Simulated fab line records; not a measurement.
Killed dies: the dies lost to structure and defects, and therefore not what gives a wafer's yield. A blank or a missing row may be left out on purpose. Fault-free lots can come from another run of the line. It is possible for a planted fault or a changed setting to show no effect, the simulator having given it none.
fab line records -- flow sky130
record lots=6, wafers=18, lastDay=49
route steps=708 shown PWDE@53 NWELL@56 PAD_OPEN@708
lots with no fault: from the same line, run without faults
startH: hours from the record's first day to the start of the lot's first wafer shown -- waitH: time in hours since the lot's previous step -- " repeats the value in the row above -- L1.1+2: several wafers, shown together as one row -- - value missing, or start not given -- * or withheld: withheld -- < > ~ a bound
route shown NAME@n: a module of which the file shows steps, and the number in the route of the first -- usual: the fault-free wafers' mean and standard deviation -- same: alike in all rows -- chamber/n: place in a boat -- sites: each site's reading -- _std_site: standard deviation of those values -- _edge_site: mean of outer sites minus mean of inner sites -- radiusMm: how far each site lies from the wafer's centre -- mask NAME#n: copy n -- behind: the tool/chamber that last shaped the wafer -- hold: cause of the lot's hold/its duration in hours/its outcome -- device: whichever transistor did not switch (one of n, p or np) -- end of line: tests run on the same wafers once the route is complete -- step lacking rows: just its recipe -- killed: not the wafer's yield, but the dies lost to structure and defects at the first sort -- map: a wafer's dies, x killed, . not, _ none there
set.NAME: the setting the step ran with; set.NAME@STEP: the setting that earlier step ran with -- model.NAME: the simulator's own value behind a step, which no gauge read
lots seen at some steps along the route; tables by step, rows by wafer
services: when a tool's chamber went out of use (startH, in hours from the record's first day, below 0 if earlier), for how many hours, and the reason
## steps
# step SKY_PWDE_IMPLANT_08
# recipe species=B, energyKev=150, doseCm2=3.6e+12, tiltDeg=withheld
# step SKY_PWDE_STRIP_09
# recipe chemistry=O2/N2, powerW=1400, pressureMtorr=1500, platenTempC=withheld, o2FlowSccm=3000, n2FlowSccm=300, overashFraction=0.5
# usual drypumpMotorCurrentA=5.5/0.36, oesProductAu=0.722/0.0044, stripTimeToEndpointS=36.88/0.086
lot.wafer,tool,chamber,startH,waitH,drypumpMotorCurrentA,oesProductAu,rfHoursCounterH,stripTimeToEndpointS
L309.2,plasmaAsher-04,0,82.28,0.1,5.5,0.719,26,36.95
L309.5,plasmaAsher-04,0,82.28,0.1,5.4,0.727,-,36.90
L309.6,plasmaAsher-04,1,82.28,0.1,4.9,0.717,-,36.78
L318.3,plasmaAsher-04,1,129.66,0.1,4.9,0.721,-,36.95
L318.4,plasmaAsher-04,0,129.66,0.1,5.5,0.715,-,36.92
L318.6,plasmaAsher-04,1,129.66,0.1,4.9,0.719,-,36.97
L319.1,plasmaAsher-02,1,137.47,0.1,5.4,0.729,45,36.88
L319.4,plasmaAsher-02,0,137.47,0.1,5.3,0.722,-,37.00
L319.5,plasmaAsher-02,1,137.47,0.1,5.4,0.722,-,37.01
L321.2,plasmaAsher-01,0,150.61,0.1,6.0,0.723,3,36.92
L321.3,plasmaAsher-01,0,150.61,0.1,6.0,0.719,-,36.87
L321.6,plasmaAsher-01,0,150.61,0.1,6.0,0.722,-,36.94
L323.2,plasmaAsher-01,0,160.48,0.1,6.1,0.718,4,36.83
L323.4,plasmaAsher-01,1,160.48,0.1,5.9,0.726,-,36.88
L323.5,plasmaAsher-01,0,160.48,0.1,6.1,0.723,-,36.83
L325.3,plasmaAsher-01,0,174.00,0.1,6.1,0.715,-,36.82
L325.4,plasmaAsher-01,1,174.00,0.1,5.9,0.732,-,36.84
L325.5,plasmaAsher-01,1,174.00,0.1,5.9,0.723,-,36.97
# step SKY_PWDE_TW_MEAS_10
# usual PWDE_TW=372.0/1.8
lot.wafer,tool,chamber,startH,waitH,PWDE_TW
L309.2,filmMetro-02,-,82.39,0.1,374.2
L309.5,filmMetro-02,-,82.39,0.1,372.9
L309.6,filmMetro-02,-,82.39,0.1,373.1
L318.3,filmMetro-01,-,129.75,0.1,374.8
L318.4,filmMetro-01,-,129.75,0.1,372.8
L318.6,filmMetro-01,-,129.75,0.1,371.8
L319.1,filmMetro-02,-,137.57,0.1,372.8
L319.4,filmMetro-02,-,137.57,0.1,373.1
L319.5,filmMetro-02,-,137.57,0.1,371.4
L321.2,filmMetro-02,-,150.72,0.1,376.5
L321.3,filmMetro-02,-,150.72,0.1,372.5
L321.6,filmMetro-02,-,150.72,0.1,373.1
L323.2,filmMetro-04,-,160.59,0.1,370.4
L323.4,filmMetro-04,-,160.59,0.1,372.3
L323.5,filmMetro-04,-,160.59,0.1,369.7
L325.3,filmMetro-01,-,174.09,0.1,368.8
L325.4,filmMetro-01,-,174.09,0.1,370.9
L325.5,filmMetro-01,-,174.09,0.1,369.8
# step SKY_NWELL_DEHYDRATE_03
# recipe tempC=200, timeS=60
# step SKY_NWELL_HMDS_04
# recipe primeTimeS=60, primeTempC=120
# step SKY_NWELL_COAT_05
# recipe spinRpm=2000, resistThkNm=3000
# step SKY_NWELL_SOFTBAKE_06
# recipe tempC=110, timeS=withheld
# step SKY_NWELL_EXPOSE_07
# recipe maskId=NWM, na=0.6, sourceShape=conventional, sigmaOuter=0.6, polarization=unpolarized, targetCdNm=840, doseMj=255
# step SKY_NWELL_PEB_08
# recipe tempC=115, timeS=withheld
# step SKY_NWELL_DEVELOP_09
# recipe wallAngleDeg=90, developer=TMAH, developTimeS=60, devTempC=23
# step SKY_NWELL_OVL_MEAS_10
# usual NWELL_00_OVL=0.8/1.2
lot.wafer,tool,chamber,startH,waitH,NWELL_00_OVL[nm]
L309.2,overlay-01,-,100.00,-,-0.9
L309.5,overlay-01,-,100.00,-,1.1
L309.6,overlay-01,-,100.00,-,0.3
L318.3,overlay-01,-,148.97,-,2.2
L318.4,overlay-01,-,148.97,-,2.7
L318.6,overlay-01,-,148.97,-,2.6
L319.1,overlay-02,-,157.24,-,1.8
L319.4,overlay-02,-,157.24,-,0.1
L319.5,overlay-02,-,157.24,-,1.4
L321.2,overlay-02,-,171.05,-,2.2
L321.3,overlay-02,-,171.05,-,2.6
L321.6,overlay-02,-,171.05,-,3.0
L323.2,overlay-02,-,181.00,-,-0.3
L323.4,overlay-02,-,181.00,-,0.0
L323.5,overlay-02,-,181.00,-,0.1
L325.3,overlay-02,-,194.44,-,0.4
L325.4,overlay-02,-,194.44,-,0.7
L325.5,overlay-02,-,194.44,-,0.9
# step SKY_NWELL_IMPLANT_11
# recipe species=P, energyKev=400, doseCm2=1.9e+13, tiltDeg=withheld
# step SKY_NWELL_IMPLANT_12
# recipe species=P, energyKev=120, doseCm2=1.3e+12, tiltDeg=withheld
# usual doseIonsCm2=1.2998e+12/1.6e+09, faradayCurrentUA=7.32/0.13
# same implantIonAmu=31
lot.wafer,tool,chamber,startH,waitH,doseIonsCm2,faradayCurrentUA
L309.2,implanter-01,0,100.20,0.1,1.3004e+12,7.33
L309.5,implanter-01,0,100.20,0.1,1.3003e+12,7.11
L309.6,implanter-01,0,100.20,0.1,1.3016e+12,7.35
L318.3,implanter-01,0,149.20,0.1,1.6431e+12,9.25
L318.4,implanter-01,0,149.20,0.1,1.6466e+12,9.21
L318.6,implanter-01,0,149.20,0.1,1.6468e+12,9.18
L319.1,implanter-01,0,157.43,0.1,1.6422e+12,9.30
L319.4,implanter-01,0,157.43,0.1,1.6435e+12,9.31
L319.5,implanter-01,0,157.43,0.1,1.6439e+12,9.34
L321.2,implanter-03,0,171.25,0.1,1.3017e+12,7.45
L321.3,implanter-03,0,171.25,0.1,1.2988e+12,7.21
L321.6,implanter-03,0,171.25,0.1,1.3021e+12,7.20
L323.2,implanter-03,0,181.20,0.1,1.3004e+12,7.35
L323.4,implanter-03,0,181.20,0.1,1.301e+12,7.24
L323.5,implanter-03,0,181.20,0.1,1.2988e+12,7.26
L325.3,implanter-02,0,194.66,0.1,1.3003e+12,7.42
L325.4,implanter-02,0,194.66,0.1,1.3001e+12,7.30
L325.5,implanter-02,0,194.66,0.1,1.3027e+12,7.32
# step SKY_NWELL_IMPLANT_13
# recipe species=P, energyKev=50, doseCm2=7e+11, tiltDeg=withheld
# step SKY_NWELL_STRIP_14
# recipe chemistry=O2/N2, powerW=1400, pressureMtorr=1500, platenTempC=withheld, o2FlowSccm=3000, n2FlowSccm=300, overashFraction=0.5
# usual drypumpMotorCurrentA=5.6/0.37, oesProductAu=0.722/0.0048, stripTimeToEndpointS=36.92/0.11
lot.wafer,tool,chamber,startH,waitH,drypumpMotorCurrentA,oesProductAu,rfHoursCounterH,stripTimeToEndpointS
L309.2,plasmaAsher-03,1,100.48,0.1,5.6,0.728,42,37.01
L309.5,plasmaAsher-03,1,100.48,0.1,5.6,0.722,-,37.01
L309.6,plasmaAsher-03,0,100.48,0.1,5.3,0.722,-,36.92
L318.3,plasmaAsher-03,1,149.48,0.1,5.6,0.726,-,37.10
L318.4,plasmaAsher-03,0,149.48,0.1,5.4,0.725,-,37.06
L318.6,plasmaAsher-03,0,149.48,0.1,5.4,0.716,-,37.07
L319.1,plasmaAsher-04,0,157.73,0.1,5.4,0.721,35,37.03
L319.4,plasmaAsher-04,0,157.73,0.1,5.4,0.724,-,36.95
L319.5,plasmaAsher-04,0,157.73,0.1,5.5,0.717,-,36.92
L321.2,plasmaAsher-04,1,171.53,0.1,4.9,0.725,36,36.72
L321.3,plasmaAsher-04,0,171.53,0.1,5.4,0.723,-,36.78
L321.6,plasmaAsher-04,1,171.53,0.1,4.9,0.723,-,36.81
L323.2,plasmaAsher-04,1,181.48,0.1,4.9,0.724,37,36.95
L323.4,plasmaAsher-04,1,181.48,0.1,4.9,0.728,-,36.99
L323.5,plasmaAsher-04,0,181.48,0.1,5.5,0.727,-,36.97
L325.3,plasmaAsher-01,0,194.94,0.1,6.1,0.720,-,36.80
L325.4,plasmaAsher-01,1,194.94,0.1,5.9,0.723,-,36.87
L325.5,plasmaAsher-01,1,194.94,0.1,5.9,0.720,-,36.87
# step SKY_NWELL_TW_MEAS_15
# usual NWELL_TW=1809/9.6
lot.wafer,tool,chamber,startH,waitH,NWELL_TW
L309.2,filmMetro-01,-,100.59,0.1,1819
L309.5,filmMetro-01,-,100.59,0.1,1821
L309.6,filmMetro-01,-,100.59,0.1,1821
L318.3,filmMetro-01,-,149.57,0.1,1823
L318.4,filmMetro-01,-,149.57,0.1,1828
L318.6,filmMetro-01,-,149.57,0.1,1812
L319.1,filmMetro-04,-,157.83,0.1,1807
L319.4,filmMetro-04,-,157.83,0.1,1796
L319.5,filmMetro-04,-,157.83,0.1,1808
L321.2,filmMetro-04,-,171.64,0.1,1809
L321.3,filmMetro-04,-,171.64,0.1,1808
L321.6,filmMetro-04,-,171.64,0.1,1814
L323.2,filmMetro-01,-,181.59,0.1,1806
L323.4,filmMetro-01,-,181.59,0.1,1795
L323.5,filmMetro-01,-,181.59,0.1,1801
L325.3,filmMetro-04,-,195.03,0.1,1800
L325.4,filmMetro-04,-,195.03,0.1,1807
L325.5,filmMetro-04,-,195.03,0.1,1798
# step SKY_NWELL_DEHYDRATE_16
# recipe tempC=200, timeS=60
# step SKY_NWELL_HMDS_17
# recipe primeTimeS=60, primeTempC=120
# step SKY_NWELL_COAT_18
# recipe spinRpm=2000, resistThkNm=3000
# step SKY_NWELL_SOFTBAKE_19
# recipe tempC=110, timeS=withheld
# step SKY_NWELL_EXPOSE_20
# recipe maskId=NWM_COMPLEMENT, na=0.6, sourceShape=conventional, sigmaOuter=0.6, polarization=unpolarized, targetCdNm=840, doseMj=260
# step SKY_NWELL_PEB_21
# recipe tempC=115, timeS=withheld
# step SKY_NWELL_DEVELOP_22
# recipe wallAngleDeg=90, developer=TMAH, developTimeS=60, devTempC=23
# step SKY_NWELL_OVL_MEAS_23
# usual NWELL_01_OVL=-1.1/1.7
lot.wafer,tool,chamber,startH,waitH,NWELL_01_OVL[nm]
L309.2,overlay-01,-,119.32,-,-0.8
L309.5,overlay-01,-,119.32,-,-1.4
L309.6,overlay-01,-,119.32,-,-0.1
L318.3,overlay-01,-,169.25,-,-1.1
L318.4,overlay-01,-,169.25,-,-1.9
L318.6,overlay-01,-,169.25,-,-0.8
L319.1,overlay-02,-,177.36,-,-0.6
L319.4,overlay-02,-,177.36,-,0.7
L319.5,overlay-02,-,177.36,-,0.8
L321.2,overlay-01,-,191.13,-,-1.1
L321.3,overlay-01,-,191.13,-,0.8
L321.6,overlay-01,-,191.13,-,1.9
L323.2,overlay-02,-,201.63,-,0.8
L323.4,overlay-02,-,201.63,-,-0.6
L323.5,overlay-02,-,201.63,-,1.2
L325.3,overlay-02,-,215.95,-,-1.6
L325.4,overlay-02,-,215.95,-,-2.9
L325.5,overlay-02,-,215.95,-,-2.8
# step SKY_NWELL_IMPLANT_24
# recipe species=B, energyKev=140, doseCm2=9.2e+12, tiltDeg=withheld
# step SKY_NWELL_STRIP_25
# recipe chemistry=O2/N2, powerW=1400, pressureMtorr=1500, platenTempC=withheld, o2FlowSccm=3000, n2FlowSccm=300, overashFraction=0.5
# usual drypumpMotorCurrentA=5.5/0.36, oesProductAu=0.723/0.0044, stripTimeToEndpointS=36.91/0.11
lot.wafer,tool,chamber,startH,waitH,drypumpMotorCurrentA,oesProductAu,rfHoursCounterH,stripTimeToEndpointS
L309.2,plasmaAsher-01,1,119.50,0.1,5.9,0.721,0,37.04
L309.5,plasmaAsher-01,1,119.50,0.1,5.9,0.730,-,37.17
L309.6,plasmaAsher-01,0,119.50,0.1,6.1,0.720,-,37.06
L318.3,plasmaAsher-04,0,169.46,0.1,5.5,0.723,-,36.96
L318.4,plasmaAsher-04,1,169.46,0.1,4.9,0.720,-,36.88
L318.6,plasmaAsher-04,0,169.46,0.1,5.4,0.720,-,36.83
L319.1,plasmaAsher-03,0,177.55,0.1,5.4,0.726,51,36.68
L319.4,plasmaAsher-03,1,177.55,0.1,5.6,0.723,-,36.78
L319.5,plasmaAsher-03,1,177.55,0.1,5.6,0.725,-,36.69
L321.2,plasmaAsher-01,1,191.31,0.1,5.8,0.733,7,36.88
L321.3,plasmaAsher-01,1,191.31,0.1,5.9,0.715,-,36.97
L321.6,plasmaAsher-01,1,191.31,0.1,5.9,0.717,-,36.98
L323.2,plasmaAsher-01,0,201.81,0.1,6.0,0.727,8,36.98
L323.4,plasmaAsher-01,0,201.81,0.1,6.1,0.725,-,37.08
L323.5,plasmaAsher-01,0,201.81,0.1,6.1,0.727,-,37.11
L325.3,plasmaAsher-04,0,216.16,0.1,5.4,0.723,-,36.71
L325.4,plasmaAsher-04,1,216.16,0.1,4.9,0.725,-,36.73
L325.5,plasmaAsher-04,1,216.16,0.1,4.9,0.721,-,36.70
# step SKY_NWELL_TW_MEAS_26
# usual NWELL_2_TW=492.9/2.3
lot.wafer,tool,chamber,startH,waitH,NWELL_2_TW
L309.2,filmMetro-02,-,119.61,0.1,494.0
L309.5,filmMetro-02,-,119.61,0.1,493.7
L309.6,filmMetro-02,-,119.61,0.1,494.9
L318.3,filmMetro-02,-,169.55,0.1,490.8
L318.4,filmMetro-02,-,169.55,0.1,491.7
L318.6,filmMetro-02,-,169.55,0.1,493.7
L319.1,filmMetro-04,-,177.65,0.1,495.3
L319.4,filmMetro-04,-,177.65,0.1,496.6
L319.5,filmMetro-04,-,177.65,0.1,493.7
L321.2,filmMetro-02,-,191.42,0.1,491.7
L321.3,filmMetro-02,-,191.42,0.1,493.2
L321.6,filmMetro-02,-,191.42,0.1,491.3
L323.2,filmMetro-01,-,201.92,0.1,490.1
L323.4,filmMetro-01,-,201.92,0.1,488.8
L323.5,filmMetro-01,-,201.92,0.1,488.6
L325.3,filmMetro-01,-,216.25,0.1,492.5
L325.4,filmMetro-01,-,216.25,0.1,492.0
L325.5,filmMetro-01,-,216.25,0.1,494.4
# step SKY_NWELL_CLEAN_27
# recipe chemistry=SC1/SC2, mix=1:4:20, tempC=70, timeS=150, dry=n2Spin
# step SKY_NWELL_RTA_28
# recipe tempC=1050, timeS=30, idleTempC=650, rampUpCPerS=150, rampDownCPerS=90, ambient=N2
# usual lampPowerPct=25.30/0.055, rampUpCPerS=150.00/0.027, wafer_temp_C_max=1054.9/1.1
# same timeS=30
lot.wafer,tool,chamber,startH,waitH,lampPowerPct,rampUpCPerS,wafer_temp_C_max
L309.2,rtpAnneal-01,0,119.73,0.0,25.21,149.98,1054.0
L309.5,rtpAnneal-01,0,119.73,0.0,25.23,149.97,1053.4
L309.6,rtpAnneal-01,0,119.73,0.0,25.28,149.98,1055.4
L318.3,rtpAnneal-01,0,169.67,0.0,25.29,150.00,1055.7
L318.4,rtpAnneal-01,0,169.67,0.0,25.20,149.97,1055.5
L318.6,rtpAnneal-01,0,169.67,0.0,25.25,149.97,1052.7
L319.1,rtpAnneal-02,0,177.76,0.0,25.40,149.93,1056.3
L319.4,rtpAnneal-02,0,177.76,0.0,25.37,149.99,1053.7
L319.5,rtpAnneal-02,0,177.76,0.0,25.30,149.98,1054.5
L321.2,rtpAnneal-02,0,191.59,0.0,25.20,149.97,1055.1
L321.3,rtpAnneal-02,0,191.59,0.0,25.32,149.98,1057.4
L321.6,rtpAnneal-02,0,191.59,0.0,25.33,150.01,1055.8
L323.2,rtpAnneal-01,0,202.04,0.0,25.28,150.00,1054.2
L323.4,rtpAnneal-01,0,202.04,0.0,25.35,150.03,1057.3
L323.5,rtpAnneal-01,0,202.04,0.0,25.27,150.01,1054.3
L325.3,rtpAnneal-01,0,216.37,0.0,25.33,150.01,1058.1
L325.4,rtpAnneal-01,0,216.37,0.0,25.34,149.98,1054.4
L325.5,rtpAnneal-01,0,216.37,0.0,25.30,150.03,1055.0
# step SKY_NWELL_RS_MEAS_29
# recipe thkMeasGauge=four-point-probe
# usual NWELL_RS=624.1/1.9
lot.wafer,tool,chamber,startH,waitH,NWELL_RS[ohm/sq]
L309.2,filmMetro-02,-,119.84,0.1,621.0
L309.5,filmMetro-02,-,119.84,0.1,620.7
L309.6,filmMetro-02,-,119.84,0.1,620.4
L318.3,filmMetro-04,-,169.78,0.1,615.1
L318.4,filmMetro-04,-,169.78,0.1,612.9
L318.6,filmMetro-04,-,169.78,0.1,613.5
L319.1,filmMetro-02,-,177.86,0.1,611.4
L319.4,filmMetro-02,-,177.86,0.1,613.3
L319.5,filmMetro-02,-,177.86,0.1,614.1
L321.2,filmMetro-01,-,191.70,0.1,622.1
L321.3,filmMetro-01,-,191.70,0.1,624.9
L321.6,filmMetro-01,-,191.70,0.1,622.1
L323.2,filmMetro-01,-,202.14,0.1,625.7
L323.4,filmMetro-01,-,202.14,0.1,625.7
L323.5,filmMetro-01,-,202.14,0.1,624.3
L325.3,filmMetro-02,-,216.48,0.1,625.0
L325.4,filmMetro-02,-,216.48,0.1,625.3
L325.5,filmMetro-02,-,216.48,0.1,625.6
# step SKY_PAD_OPEN_PROBE_99
# usual killed_at_M0_to_M3=43/7.2, killed_at_M4_up=3.0/1.7, killedAtContacts=24/5.3, killedAtFrontEnd=15/4.6, killedAtOther=0.3/0.5, killedDies=85/10, killedOpen=46/7.2, killedShort=39/6.4
# same grossDies=492, killedAtBackSide=0
lot.wafer,tool,chamber,startH,waitH,killed_at_M0_to_M3,killed_at_M4_up,killedAtContacts,killedAtFrontEnd,killedAtOther,killedDies,killedOpen,killedShort,model.etest.nfet_16v.rOnOhmUm,model.etest.pfetG5v0d10v5.rOnOhmUm,model.etest.tip_p_5v.rsOhmSq,model.etest.pfetG5v0d10v5.driveUaUm,model.etest.pfet_01v8_lvt.driveUaUm,model.etest.pfet_01v8_lvt.offLog10AUm,model.etest.pfetG5v0d10v5.offLog10AUm,model.etest.ring_5v.delayPs
L309.2,prober-02,-,1094.66,0.1,38,1,32,21,0,92,45,47,1.38e+04,4741,2854,346.7,172.7,-8.754,-12.73,44.5
L309.5,prober-02,-,1094.81,0.2,41,1,25,12,0,79,40,39,1.366e+04,4690,2843,350.5,175.5,-8.87,-12.53,44.38
L309.6,prober-02,-,1094.86,0.2,49,1,29,16,0,95,60,35,1.382e+04,4786,2848,344.5,175,-8.773,-12.88,44.62
L318.3,prober-01,-,1140.59,0.2,29,3,18,14,0,64,31,33,1.352e+04,4848,2937,327.6,165.6,-9.626,-13.44,45.38
L318.4,prober-01,-,1140.64,0.2,36,0,11,12,0,59,34,25,1.342e+04,4833,2939,334.5,167.2,-9.752,-13.27,45.31
L318.6,prober-01,-,1140.74,0.2,29,2,20,19,1,71,42,29,1.339e+04,4855,2947,330.2,167,-9.865,-13.56,45.5
L319.1,prober-02,-,1147.21,0.1,38,1,27,15,0,81,43,38,1.382e+04,4844,2889,333.5,163.8,-9.699,-13.38,45.2
L319.4,prober-02,-,1147.36,0.2,42,5,30,11,0,88,57,31,1.362e+04,4836,2873,333.6,163.5,-9.81,-13.3,45.82
L319.5,prober-02,-,1147.41,0.2,47,1,33,17,1,99,55,44,1.38e+04,4863,2877,330.7,164.1,-9.978,-13.36,45.97
L321.2,prober-02,-,1157.29,0.1,44,3,22,21,0,90,46,44,1.413e+04,4726,2854,346.1,177,-8.729,-12.22,44.05
L321.3,prober-02,-,1157.34,0.2,45,2,24,18,0,89,37,52,1.418e+04,4771,2885,336.5,174.8,-8.603,-12.65,44.99
L321.6,prober-02,-,1157.49,0.2,48,2,25,14,1,90,50,40,1.425e+04,4769,2874,341.7,174.7,-8.849,-12.56,44.81
L323.2,prober-02,-,1169.63,0.1,42,4,22,16,0,84,40,44,1.439e+04,4754,2833,339.9,176,-8.962,-12.15,44.78
L323.4,prober-02,-,1169.73,0.2,49,2,23,8,0,82,52,30,1.443e+04,4709,2829,342.7,175.9,-8.901,-12.18,44.38
L323.5,prober-02,-,1169.78,0.2,49,2,26,10,1,88,53,35,1.448e+04,4724,2854,342.1,176.7,-8.803,-12.39,44.39
L325.3,prober-02,-,1179.33,0.2,48,3,26,13,0,90,43,47,1.466e+04,4700,2850,343,178.6,-8.553,-12.41,45.03
L325.4,prober-02,-,1179.38,0.2,53,5,32,12,0,102,55,47,1.465e+04,4745,2818,344.6,176.7,-8.714,-11.95,44.67
L325.5,prober-02,-,1179.43,0.2,40,6,28,10,0,84,46,38,1.451e+04,4699,2828,348.2,182.8,-8.75,-12.16,44.07
# killed by level:class
L309.2 CONTACT:geometricParticle:open=12 VIA1:geometricParticle:open=12 CONTACT:geometricParticle:short=8 METAL1:geometricParticle:short=8 FIELD_ISO:geometricParticle:open=6 FIELD_ISO:geometricParticle:short=6 LI_CONTACT:geometricParticle:open=6 METAL2:geometricParticle:short=5
L309.5 CONTACT:geometricParticle:open=12 METAL2:geometricParticle:short=9 LOCAL_INTERCONNECT:geometricParticle:short=5 METAL1:geometricParticle:short=5 VIA3:geometricParticle:open=5 CONTACT:geometricParticle:short=4 VIA1:geometricParticle:short=4 VIA2:geometricParticle:open=4
L309.6 CONTACT:geometricParticle:open=14 VIA1:geometricParticle:open=12 VIA3:geometricParticle:open=9 LI_CONTACT:geometricParticle:open=7 VIA2:geometricParticle:open=6 METAL1:geometricParticle:short=5 VIA1:geometricParticle:short=5 FIELD_ISO:geometricParticle:open=4
L318.3 VIA2:geometricParticle:open=6 LI_CONTACT:geometricParticle:open=6 FIELD_ISO:geometricParticle:short=5 METAL2:geometricParticle:short=5 CONTACT:geometricParticle:open=4 CONTACT:geometricParticle:short=4 FIELD_ISO:geometricParticle:open=3 METAL3:geometricParticle:open=3
L318.4 VIA2:geometricParticle:open=9 CONTACT:geometricParticle:open=7 VIA1:geometricParticle:open=6 FIELD_ISO:geometricParticle:short=4 METAL2:geometricParticle:short=4 VIA3:geometricParticle:open=4 FIELD_ISO:geometricParticle:open=3 POLY_GATE:geometricParticle:short=3
L318.6 CONTACT:geometricParticle:open=11 VIA1:geometricParticle:open=10 FIELD_ISO:geometricParticle:short=5 POLY_GATE:geometricParticle:open=5 LI_CONTACT:geometricParticle:open=5 METAL1:geometricParticle:short=5 POLY_GATE:geometricParticle:short=4 VIA3:geometricParticle:open=4
L319.1 CONTACT:geometricParticle:open=15 METAL1:geometricParticle:short=8 VIA1:geometricParticle:open=7 POLY_GATE:geometricParticle:short=6 VIA3:geometricParticle:open=5 CONTACT:geometricParticle:short=5 METAL2:geometricParticle:open=4 VIA2:geometricParticle:short=4
L319.4 CONTACT:geometricParticle:open=14 VIA1:geometricParticle:open=12 LI_CONTACT:geometricParticle:open=8 VIA3:geometricParticle:open=8 VIA1:geometricParticle:short=6 POLY_GATE:geometricParticle:open=4 VIA2:geometricParticle:open=4 METAL2:geometricParticle:short=4
L319.5 CONTACT:geometricParticle:open=13 VIA1:geometricParticle:open=10 CONTACT:geometricParticle:short=8 VIA2:geometricParticle:open=7 LI_CONTACT:geometricParticle:open=6 VIA2:geometricParticle:short=6 LOCAL_INTERCONNECT:geometricParticle:short=5 FIELD_ISO:geometricParticle:open=4
L321.2 LI_CONTACT:geometricParticle:open=10 VIA1:geometricParticle:open=9 METAL1:geometricParticle:short=8 FIELD_ISO:geometricParticle:short=7 FIELD_ISO:geometricParticle:open=5 VIA2:geometricParticle:open=5 LOCAL_INTERCONNECT:geometricParticle:short=5 VIA2:geometricParticle:short=5
L321.3 METAL2:geometricParticle:short=12 CONTACT:geometricParticle:open=11 VIA3:geometricParticle:open=7 VIA3:geometricParticle:short=6 METAL1:geometricParticle:short=5 FIELD_ISO:geometricParticle:open=4 FIELD_ISO:geometricParticle:short=4 LI_CONTACT:geometricParticle:open=4
L321.6 CONTACT:geometricParticle:open=11 VIA1:geometricParticle:open=10 METAL2:geometricParticle:short=9 VIA2:geometricParticle:open=7 LI_CONTACT:geometricParticle:open=6 METAL3:geometricParticle:short=6 POLY_GATE:geometricParticle:short=4 VIA3:geometricParticle:short=4
L323.2 VIA1:geometricParticle:open=10 CONTACT:geometricParticle:open=8 METAL1:geometricParticle:short=7 LOCAL_INTERCONNECT:geometricParticle:short=6 METAL2:geometricParticle:short=6 VIA2:geometricParticle:open=6 FIELD_ISO:geometricParticle:short=4 LI_CONTACT:geometricParticle:open=4
L323.4 VIA1:geometricParticle:open=15 VIA2:geometricParticle:open=9 LI_CONTACT:geometricParticle:open=8 CONTACT:geometricParticle:open=7 CONTACT:geometricParticle:short=5 VIA1:geometricParticle:short=5 METAL2:geometricParticle:short=5 POLY_GATE:geometricParticle:short=3
L323.5 LI_CONTACT:geometricParticle:open=12 VIA1:geometricParticle:open=11 VIA3:geometricParticle:open=10 CONTACT:geometricParticle:open=8 VIA1:geometricParticle:short=8 METAL1:geometricParticle:short=4 METAL2:geometricParticle:short=4 FIELD_ISO:geometricParticle:open=3
L325.3 CONTACT:geometricParticle:open=12 VIA1:geometricParticle:open=11 FIELD_ISO:geometricParticle:short=7 CONTACT:geometricParticle:short=7 METAL3:geometricParticle:short=7 VIA2:geometricParticle:open=6 METAL2:geometricParticle:short=6 VIA3:geometricParticle:open=6
L325.4 METAL2:geometricParticle:short=12 LI_CONTACT:geometricParticle:open=11 VIA1:geometricParticle:open=11 VIA2:geometricParticle:open=7 CONTACT:geometricParticle:short=7 CONTACT:geometricParticle:open=7 VIA3:geometricParticle:open=7 VIA1:geometricParticle:short=5
L325.5 VIA1:geometricParticle:open=11 LI_CONTACT:geometricParticle:open=9 LOCAL_INTERCONNECT:geometricParticle:short=8 CONTACT:geometricParticle:open=8 VIA3:geometricParticle:open=7 METAL2:geometricParticle:short=5 METAL1:geometricParticle:short=5 VIA3:geometricParticle:short=4
## services
tool,chamber,startH,hours,kind
plasmaAsher-01,-,59.82,1.0,repair
implanter-01,-,87.44,6.7,repair
plasmaAsher-03,-,92.37,1.6,repair
plasmaAsher-02,-,106.92,14.6,pm
plasmaAsher-01,-,108.75,9.0,pm
plasmaAsher-01,0,108.75,9.0,ventCycle
plasmaAsher-01,1,108.75,9.0,ventCycle
plasmaAsher-01,0,117.75,-,clean
plasmaAsher-01,1,117.75,-,clean
implanter-02,-,127.73,17.0,repair
implanter-01,-,151.36,2.3,repair
implanter-02,-,156.23,2.4,pm
plasmaAsher-01,-,196.23,1.2,repair
## key
firstSign step=SKY_NWELL_IMPLANT_12, reading=doseIonsCm2, direction=up, sigmas=99+, usual=*, struck=*
effect step=SKY_NWELL_IMPLANT_12, reading=faradayCurrentUA, direction=up, sigmas=15, usual=7.32, struck=9.26
effect step=SKY_NWELL_RS_MEAS_29, reading=NWELL_RS, direction=down, sigmas=5.7, usual=624.1, struck=613.4
modelEffect step=SKY_PAD_OPEN_PROBE_99, value=etest.nfet_16v.rOnOhmUm, without=1.398e+04, struck=1.36e+04
metAt SKY_NWELL_IMPLANT_12
struckWafers L318.3,L318.4,L318.6,L319.1,L319.4,L319.5
testerLeftOut L318,L319
onsetBetween 100.20 149.20
fault kind=processParameterDrift, tool=implanter-01, chamber=-, onsetH=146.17, steps=SKY_NWELL_IMPLANT_12, channel=doseCm2, offset=*, shape=step, endH=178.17, actsIn=*, stated=*
# testerLeftOut: of these lots the tester's yield and bins aren't shown, on N5 and GAA mostly nor the transistor test; their killed dies are dies lost to structure and defects alone, not to doping, threshold or leakage, so they don't give the yield
